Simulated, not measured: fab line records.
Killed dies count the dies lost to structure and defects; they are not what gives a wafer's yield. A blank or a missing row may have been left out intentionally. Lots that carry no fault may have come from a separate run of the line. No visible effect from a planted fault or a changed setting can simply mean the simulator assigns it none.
Which tool did it?    flow sky130    72 wafers from 24 lots sampled at 5 of the route's 708 steps

WHAT THE GAUGES READ, wafer by wafer
SKY_METAL1_CD_MEAS_15: target cd 140 nm. Usual: cdNm reads 139.9 nm (standard deviation 1.3).
lot   measured      on        cdNm (nm)          flag
L074  day 32 18:14  cdSem-02  141.7 140.4 141.3  
L075  day 33 01:56  cdSem-02  140.2 139.2 139.9  
L076  day 34 10:10  cdSem-01  138.8 139.4 139.6  
L077  day 34 13:31  cdSem-02  138.9 138.6 140.2  
L079  day 34 15:49  cdSem-01  139.8 140.4 139.2  
L080  day 34 16:53  cdSem-02  140.1 138.9 138.5  
L078  day 34 16:55  cdSem-01  139.9 139.7 141.2  
L081  day 34 21:01  cdSem-02  137.9 139.6 138.4  
L082  day 35 08:39  cdSem-02  141.8 140.2 139.5  
L083  day 35 17:41  cdSem-02  140.3 140.2 141.7  
L085  day 36 05:48  cdSem-02  141.3 142.6 142.3  
L084  day 36 06:37  cdSem-02  138.5 139.3 140.0  
L086  day 36 18:10  cdSem-01  138.9 138.0 139.0  
L089  day 38 00:56  cdSem-01  141.0 140.3 138.8  
L087  day 38 02:04  cdSem-02  140.3 139.9 139.8  
L088  day 38 02:32  cdSem-01  137.6 139.0 139.6  
L090  day 38 05:04  cdSem-02  140.0 138.0 140.0  
L091  day 38 08:05  cdSem-02  141.4 141.0 140.5  
L092  day 38 11:27  cdSem-01  137.2 136.4 138.0  
L093  day 38 13:53  cdSem-01  140.5 140.9 141.4  
L094  day 38 23:44  cdSem-01  141.4 141.2 141.1  
L095  day 39 08:23  cdSem-02  141.9 141.9 141.0  
L096  day 39 11:49  cdSem-01  140.0 138.7 140.1  
L097  day 39 16:13  cdSem-01  138.4 138.4 138.7  

SKY_VIA1_THK_MEAS_23: measures by xrf. Usual: for VIA1_W_THK the level is 274 nm and the standard deviation is 3.5.
lot   measured      on            VIA1_W_THK (nm)  flag
L074  day 33 23:43  filmMetro-02  279 279 281      
L075  day 34 07:01  filmMetro-03  270 270 275      
L076  day 35 15:38  filmMetro-02  274 272 271      
L077  day 35 18:25  filmMetro-02  275 276 276      
L079  day 35 20:36  filmMetro-03  274 273 275      
L080  day 35 22:17  filmMetro-01  264 263 271      
L078  day 35 20:59  filmMetro-03  267 269 272      
L081  day 36 02:54  filmMetro-03  276 271 272      
L082  day 36 13:55  filmMetro-01  271 275 270      
L083  day 36 22:11  filmMetro-03  271 276 270      
L085  day 37 09:47  filmMetro-03  270 274 273      
L084  day 37 11:01  filmMetro-03  275 277 278      
L086  day 37 23:31  filmMetro-02  273 274 282      
L089  day 39 04:53  filmMetro-03  272 273 276      
L087  day 39 05:50  filmMetro-01  273 277 276      
L088  day 39 06:17  filmMetro-03  272 277 275      
L090  day 39 08:50  filmMetro-02  280 276 281      
L091  day 39 10:53  filmMetro-03  273 274 276      
L092  day 39 13:53  filmMetro-01  273 272 270      
L093  day 39 15:29  filmMetro-02  273 276 272      
L094  day 40 06:48  filmMetro-02  277 278 275      
L095  day 40 11:34  filmMetro-02  275 278 275      
L096  day 40 15:09  filmMetro-01  274 274 273      
L097  day 40 18:30  filmMetro-01  278 275 276      

WHICH TOOL RAN EACH LOT (tool, then ch and the chambers of the sampled wafers, then the start)
lot   SKY_METAL1_SPUTTER_01        SKY_VIA1_ETCH_15                   SKY_VIA1_CVD_21
L074  pvdSputter-03, day 31 14:31  rieDiel-01 ch 1,2,3, day 33 22:22  cvdW-02 ch 0,1, day 33 23:29
L075  pvdSputter-01, day 31 23:04  rieDiel-04 ch 0,1,2, day 34 06:05  cvdW-02 ch 0, day 34 06:47
L076  pvdSputter-01, day 33 06:55  rieDiel-02 ch 0,2,3, day 35 14:42  cvdW-02 ch 0,1, day 35 15:26
L077  pvdSputter-01, day 33 11:05  rieDiel-01 ch 0,2, day 35 17:30    cvdW-01 ch 0, day 35 18:12
L079  pvdSputter-02, day 33 11:46  rieDiel-04 ch 1,3, day 35 19:41    cvdW-02 ch 0,1, day 35 20:23
L080  pvdSputter-01, day 33 12:59  rieDiel-01 ch 0,1,2, day 35 21:17  cvdW-02 ch 0,1, day 35 22:05
L078  pvdSputter-02, day 33 13:47  rieDiel-02 ch 0,1,2, day 35 20:02  cvdW-01 ch 0,1, day 35 20:47
L081  pvdSputter-02, day 33 17:24  rieDiel-02 ch 0,1,2, day 36 01:38  cvdW-02 ch 0,1, day 36 02:41
L082  pvdSputter-01, day 34 04:56  rieDiel-04 ch 0,1,3, day 36 13:00  cvdW-01 ch 0,1, day 36 13:42
L083  pvdSputter-01, day 34 15:16  rieDiel-02 ch 0,1,3, day 36 21:16  cvdW-01 ch 0,1, day 36 21:58
L085  pvdSputter-01, day 35 03:10  rieDiel-01 ch 0,1,3, day 37 08:44  cvdW-01 ch 0,1, day 37 09:35
L084  pvdSputter-02, day 35 04:03  rieDiel-04 ch 1,2, day 37 10:00    cvdW-02 ch 0,1, day 37 10:49
L086  pvdSputter-02, day 35 15:50  rieDiel-02 ch 1,2,3, day 37 22:33  cvdW-01 ch 0,1, day 37 23:17
L089  pvdSputter-03, day 36 22:51  rieDiel-02 ch 0,1,3, day 39 03:54  cvdW-02 ch 0,1, day 39 04:40
L087  pvdSputter-01, day 36 23:46  rieDiel-01 ch 1,2,3, day 39 04:51  cvdW-02 ch 0,1, day 39 05:37
L088  pvdSputter-03, day 37 00:04  rieDiel-02 ch 2,3, day 39 05:17    cvdW-01 ch 0,1, day 39 06:05
L090  pvdSputter-02, day 37 02:54  rieDiel-01 ch 0,2,3, day 39 07:55  cvdW-02 ch 0,1, day 39 08:37
L091  pvdSputter-01, day 37 05:58  rieDiel-04 ch 0,2,3, day 39 09:58  cvdW-01 ch 0,1, day 39 10:40
L092  pvdSputter-02, day 37 09:48  rieDiel-01 ch 1,2,3, day 39 12:58  cvdW-01 ch 0,1, day 39 13:41
L093  pvdSputter-03, day 37 12:34  rieDiel-01 ch 0,1, day 39 14:29    cvdW-01 ch 0,1, day 39 15:17
L094  pvdSputter-01, day 37 22:41  rieDiel-04 ch 1,2, day 40 05:47    cvdW-01 ch 0, day 40 06:35
L095  pvdSputter-03, day 38 07:19  rieDiel-04 ch 0,1,2, day 40 10:38  cvdW-01 ch 0,1, day 40 11:20
L096  pvdSputter-03, day 38 10:57  rieDiel-04 ch 2,3, day 40 13:49    cvdW-02 ch 0,1, day 40 14:56
L097  pvdSputter-01, day 38 17:11  rieDiel-04 ch 1,2,3, day 40 17:35  cvdW-02 ch 0,1, day 40 18:17
- SKY_METAL1_SPUTTER_01: material TiN, target thk 20 nm, time 16.7 s.
- SKY_VIA1_ETCH_15: etches SiO2 in C4F8/O2/Ar, stops on TiN, target depth 351 nm, time 54 s.
- SKY_VIA1_CVD_21: deposits W, target thk 270 nm, time 80.902 s.

WHAT THE TOOLS THEMSELVES READ (means of the sampled wafers that have a number; where no wafer has one, the mark that the record gives instead)
SKY_METAL1_SPUTTER_01. Usual: throttleValvePct reads 30.3 % (standard deviation 1).
lot   tool           throttleValvePct (%)  flag
L074  pvdSputter-03  30.4                  
L075  pvdSputter-01  29.6                  
L076  pvdSputter-01  29.7                  
L077  pvdSputter-01  29.9                  
L079  pvdSputter-02  30.3                  
L080  pvdSputter-01  30.6                  
L078  pvdSputter-02  30.8                  
L081  pvdSputter-02  31.1                  
L082  pvdSputter-01  29.1                  
L083  pvdSputter-01  29.6                  
L085  pvdSputter-01  29.9                  
L084  pvdSputter-02  30.7                  
L086  pvdSputter-02  30.6                  
L089  pvdSputter-03  30.2                  
L087  pvdSputter-01  29.7                  
L088  pvdSputter-03  30.4                  
L090  pvdSputter-02  30.6                  
L091  pvdSputter-01  30.5                  
L092  pvdSputter-02  30.7                  
L093  pvdSputter-03  30.1                  
L094  pvdSputter-01  29.6                  
L095  pvdSputter-03  30.2                  
L096  pvdSputter-03  30.9                  
L097  pvdSputter-01  30.1                  

SKY_VIA1_ETCH_15. Usual: oesProductAu reads 0.982 a.u. (standard deviation 0.0057).
lot   tool        oesProductAu (a.u.)  flag
L074  rieDiel-01  0.977                
L075  rieDiel-04  0.979                
L076  rieDiel-02  0.980                
L077  rieDiel-01  0.983                
L079  rieDiel-04  0.981                
L080  rieDiel-01  0.981                
L078  rieDiel-02  0.974                
L081  rieDiel-02  0.984                
L082  rieDiel-04  0.986                
L083  rieDiel-02  0.986                
L085  rieDiel-01  0.985                
L084  rieDiel-04  0.984                
L086  rieDiel-02  0.971                
L089  rieDiel-02  0.986                
L087  rieDiel-01  0.975                
L088  rieDiel-02  0.987                
L090  rieDiel-01  0.982                
L091  rieDiel-04  0.980                
L092  rieDiel-01  0.983                
L093  rieDiel-01  0.985                
L094  rieDiel-04  0.985                
L095  rieDiel-04  0.972                
L096  rieDiel-04  0.990                
L097  rieDiel-04  0.982                

SKY_VIA1_CVD_21. Usual: chamberPressureTorr 40.01 Torr, standard deviation 0.09; heaterPowerW 856 W, standard deviation 46.
lot   tool     chamberPressureTorr (Torr)  heaterPowerW (W)  flag
L074  cvdW-02  40.10                       872               
L075  cvdW-02  39.97                       895               
L076  cvdW-02  39.98                       881               
L077  cvdW-01  40.00                       900               
L079  cvdW-02  40.07                       875               
L080  cvdW-02  39.98                       885               
L078  cvdW-01  40.01                       875               
L081  cvdW-02  40.08                       863               
L082  cvdW-01  39.90                       876               
L083  cvdW-01  39.95                       862               
L085  cvdW-01  39.96                       867               
L084  cvdW-02  39.97                       862               
L086  cvdW-01  40.02                       866               
L089  cvdW-02  39.95                       886               
L087  cvdW-02  39.93                       887               
L088  cvdW-01  39.99                       793               
L090  cvdW-02  40.02                       890               
L091  cvdW-01  40.07                       785               
L092  cvdW-01  40.08                       784               
L093  cvdW-01  39.99                       803               
L094  cvdW-01  40.00                       777               
L095  cvdW-01  40.05                       797               
L096  cvdW-02  40.05                       890               
L097  cvdW-02  40.04                       887               

THE ANSWER, worked out from the rows above alone
Rule: lot off if the mean of its wafers having a number is beyond 3 standard deviations from the usual mean. Also off: a lot with no number at a reading for which 4 or more lots have one. Where the step has rows for the other lots, those lots are counted as sound. First the gauges in route order, then the tools' own readings, where a lot's mean is used as printed above. The first step at which some lot is off is used, and at that step the reading that is off furthest; a lot without a number counts as furthest.
No lot is off on any of the readings shown, so nothing can be concluded from this.

WHAT THE SIMULATOR HAD INSERTED
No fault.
